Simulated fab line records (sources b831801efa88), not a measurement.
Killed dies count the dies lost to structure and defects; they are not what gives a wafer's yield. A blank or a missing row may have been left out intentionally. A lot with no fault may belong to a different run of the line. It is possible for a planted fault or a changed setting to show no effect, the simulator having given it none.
A lot that was struck, set against a sound lot :: flow sky130 :: 27 out of 708 route steps
Sound: the wafers L481.1, L481.2, L481.4. Wafers L484.3, L484.4, L484.5 were the ones struck. The cause comes at the end.
For every step that has rows: the tool of each side, followed by ch and its chambers, followed by its first start. Under that, the readings that differ: sound wafers :: struck wafers :: difference of the means :: sigmas: that difference in standard deviations of wafers without a fault.
alike: readings with means less than 2 such deviations apart, plus words and numbers identical on both sides. not compared: withheld readings, readings lacking a value on some wafer, bounds such as >300 that could conceal the same value, and numbers that have no deviation in the record and whose values overlap.
Wherever a step has rows on one side only, a row that says differs or no value, or a row with sigmas, the two part there. Numbers that have no deviation but don't overlap get no sigmas and don't part them. A reading that every wafer of one side lacks parts them only if that side has two wafers or more.

first, 6 steps without rows for these wafers: SKY_VIA4_ETCH_12 (etches SiO2 in C4F8/O2/Ar, stops on TiN, target depth 580 nm); SKY_VIA4_STRIP_13 (strips in O2/N2); SKY_VIA4_STRIP_14 (strips in post etch residue remover, time 1200 s); SKY_VIA4_CLEAN_15 (cleans in IPA, time 180 s); SKY_VIA4_CLEAN_16 (cleans in O3/DIW); SKY_VIA4_SPUTTER_17 (material TiN, target thk 20 nm, time 80 s).
SKY_VIA4_CVD_18: deposits W, target thk 505 nm, time 152.14 s.
  sound on cvd-w-02 ch 0,1, day 43 12:06; struck on cvd-w-02 ch 0,1, day 44 10:10
  alike: heater-power-w
SKY_VIA4_RS_MEAS_19: the measuring method here is four-point-probe.
  sound on film-metro-04 at day 43 12:15; struck on film-metro-02 at day 44 10:19
  alike: VIA4_W_RS
SKY_VIA4_THK_MEAS_20: measures by xrf.
  sound on film-metro-04 at day 43 12:22; struck on film-metro-02 at day 44 10:25
  alike: VIA4_W_THK
then, 1 step without rows for these wafers: SKY_VIA4_CMP_21 (polishes, stops on SiO2, t overpolish 25 s, target thk 0 nm).
SKY_METAL5_SPUTTER_00: material Ti, target thk 15 nm, time 10 s.
  sound on pvd-sputter-04 at day 43 12:44; struck on pvd-sputter-02 at day 44 10:45
  alike: throttle-valve-pct
then, 1 step without rows for these wafers: SKY_METAL5_SPUTTER_01 (material TiN, target thk 20 nm, time 16.7 s).
SKY_METAL5_SPUTTER_02: material AlCu, target thk 1150 nm, time 61.2 s.
  sound on pvd-sputter-04 at day 43 12:47; struck on pvd-sputter-02 at day 44 10:48
reading: model.AlCu_of_METAL5_SPUTTER_02.thk-nm (nm)
sound: 1158 1163 1168
struck: 1808 1811 1809
difference: +646
sigmas: 
  alike: throttle-valve-pct
then, 1 step without rows for these wafers: SKY_METAL5_SPUTTER_03 (material Ti, target thk 5 nm, time 3.3 s).
SKY_METAL5_SPUTTER_04: material TiN, target thk 70 nm, time 58.3 s.
  sound on pvd-sputter-04 at day 43 12:51; struck on pvd-sputter-02 at day 44 10:52
  alike: throttle-valve-pct
SKY_METAL5_RS_MEAS_05: the measuring method here is four-point-probe.
  sound on film-metro-01 at day 43 12:54; struck on film-metro-01 at day 44 10:58
reading: METAL5_ALCU_RS (ohm/sq)
sound: 0.02684 0.02678 0.02663
struck: 0.01718 0.01715 0.01721
difference: -0.00957
sigmas: -33
SKY_METAL5_THK_MEAS_06: measures by xrf.
  sound on film-metro-01 at day 43 13:01; struck on film-metro-01 at day 44 11:04
reading: METAL5_ALCU_THK (nm)
sound: 1148 1153 1170
struck: 1783 1799 1791
difference: +634
sigmas: +42
then, 7 steps without rows for these wafers: SKY_METAL5_DEHYDRATE_07 (time 60 s); SKY_METAL5_HMDS_08 (prime time 60 s); SKY_METAL5_COAT_09 (resist thk 1800 nm); SKY_METAL5_SOFTBAKE_10 (time 60 s); SKY_METAL5_EXPOSE_11 (exposes mask MM5, target cd 1600 nm); SKY_METAL5_PEB_12; SKY_METAL5_DEVELOP_13 (develop time 60 s).
SKY_METAL5_DESCUM_14: chemistry O2, time 11 s.
  sound on rie-metal-04 ch 0,1, day 44 10:47; struck on rie-metal-04 ch 0,1, day 45 08:14
  alike: drypump-motor-current-A, oes-product-au
  not compared: rf-hours-counter-h
SKY_METAL5_METAL_ETCH_15: etches the open film in Cl2/BCl3, stops on SiO2, target depth 1260 nm, time 252 s.
  sound on rie-metal-04 ch 0,1, day 44 10:49; struck on rie-metal-04 ch 0,1, day 45 08:20
reading: oes-product-au (a.u.)
sound: 0.899 0.898 0.901
struck: 0.999 1.002 1.009
difference: +0.104
sigmas: +22
  alike: drypump-motor-current-A, throttle-valve-pct
  not compared: rf-hours-counter-h
SKY_METAL5_STRIP_16: strips in O2/N2.
  sound on plasma-asher-04 ch 0,1, day 44 11:03; struck on plasma-asher-04 ch 0,1, day 45 08:32
  alike: drypump-motor-current-A, n2-flow-sccm, oes-product-au, strip-time-to-endpoint-s
  not compared: rf-hours-counter-h

WHERE THEY PART
First at SKY_METAL5_RS_MEAS_05; last, within this record, at SKY_METAL5_METAL_ETCH_15. Later steps at which nothing parts them and some readings are alike: SKY_METAL5_STRIP_16.

WHY: what the simulator had put in
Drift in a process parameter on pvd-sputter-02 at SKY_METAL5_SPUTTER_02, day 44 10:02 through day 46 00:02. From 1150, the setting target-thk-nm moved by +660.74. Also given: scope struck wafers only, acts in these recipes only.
